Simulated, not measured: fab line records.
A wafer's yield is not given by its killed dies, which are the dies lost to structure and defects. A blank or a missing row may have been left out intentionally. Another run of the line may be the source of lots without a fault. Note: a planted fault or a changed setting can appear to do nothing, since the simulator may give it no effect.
Chamber matching	flow gf180mcu	GF_CONTACT_CVD_02 on pecvd-04: 3 sister chambers
The step deposits SiO2 from TEOS, target thk 860 nm, time 95.992 s. 6 wafers are shown with their chamber, then 8 later ones without.

== WAFERS, EACH WITH ITS CHAMBER ==
wafer	chamber	heater-power-outer-w (W)	heater-power-w (W)
L251.5	2	531	830
L255.2	0	330	576
L256.1	1	411	725
L256.3	2	537	833
L256.5	0	369	649
L259.3	1	400	705

== WAFERS MISSING THEIR CHAMBER ==
wafer	heater-power-outer-w (W)	heater-power-w (W)
L259.4	402	680
L259.6	423	752
L262.1	495	783
L262.2	374	699
L262.3	385	633
L268.4	406	652
L268.5	430	756
L268.6	484	735

== EACH ONE'S CHAMBER ==
wafer	from the rows above	in truth
L259.4	1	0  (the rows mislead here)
L259.6	1	1
L262.1	2	2
L262.2	can't be placed: 1 or 0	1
L262.3	can't be placed: 0 or 1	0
L268.4	can't be placed: 1 or 0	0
L268.5	1	1
L268.6	can't be placed: 2 or 1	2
3 of 8 placed correctly. Not placeable from these rows: 4 (in 4, the candidates include the true chamber). Placed wrongly: 1.
How it was worked out, from the rows above alone: a wafer's distance from a chamber is the root of the sum, over the readings, of the square of ((its reading less the chamber's mean) divided by the reading's scatter). If the next closest chamber is less than 2 further off than the closest, the wafer can't be placed; otherwise it belongs to the closest. For every chamber, the mean is computed from those of its wafers that are shown. The scatter: take each reading less its chamber's mean, square it, sum over the shown wafers, divide by the number of wafers less the number of chambers, and take the root.
